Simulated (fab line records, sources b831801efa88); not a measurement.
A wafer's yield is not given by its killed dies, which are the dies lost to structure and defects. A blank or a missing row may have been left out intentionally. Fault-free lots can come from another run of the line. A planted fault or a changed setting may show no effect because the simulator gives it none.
One fault through the eyes of 2 desks	flow gf180mcu	what lay behind the numbers comes last; until then each desk has only its own

## THE METROLOGY DESK
Lot by lot, what the gauges showed, no matter which tool ran the lot: averages of those sampled wafers that carry a number. If a lot's mean is further than 4 standard deviations from the usual mean, the lot is out of limits and carries the mark OUT (the distance appears in the brackets).
Columns: A = MIM_ALCU_THK at GF_MIM_THK_MEAS_11, usual 200.6 nm
lot	first seen here	A
L807	day 24 13:55	198.8
L808	day 24 19:06	202.4
L809	day 25 07:33	204.9
L810	day 25 18:40	199.3
L811	day 25 23:50	201.2
L813	day 26 12:19	201.0
L815	day 27 05:54	203.4
L817	day 27 21:22	201.5
L816	day 27 23:28	199.9
L823	day 29 15:01	200.5
L826	day 30 09:01	200.6
L827	day 30 13:39	196.0
L830	day 31 10:54	201.7
Finding of this desk: none of the 13 lots has anything out of limits.

## FOR THE TOOL OWNER'S DESK: pvd_sputter-01
The tool's own readings at GF_M3_SPUTTER_00 (material Ti, target thk 37.5 nm, time 150 s): means of the sampled wafers that have a number, for each lot that ran on this tool. If a lot's mean is further than 4 standard deviations from the usual mean, the lot is out of limits and carries the mark OUT (the distance appears in the brackets).
Columns: A = cathode_dc_power_W at GF_M3_SPUTTER_00, usual 4000.1 W; B = throttle_valve_pct at GF_M3_SPUTTER_00, usual 30.1 %
lot	first seen here	A	B
L807	day 20 11:12	3999.8	29.1
L809	day 21 06:22	4000.1	29.1
L813	day 22 14:11	3999.5	29.1
L815	day 23 09:35	4000.4	29.8
L816	day 24 05:01	4000.0	29.0
L830	day 28 01:16	3999.6	29.5
Finding of this desk: none of the 6 lots has anything out of limits.

## PUT TOGETHER
Nothing out of limits was seen by the metrology desk.
Nothing out of limits was seen by the tool owner's desk.

## WHAT WAS PUT IN BY THE SIMULATOR
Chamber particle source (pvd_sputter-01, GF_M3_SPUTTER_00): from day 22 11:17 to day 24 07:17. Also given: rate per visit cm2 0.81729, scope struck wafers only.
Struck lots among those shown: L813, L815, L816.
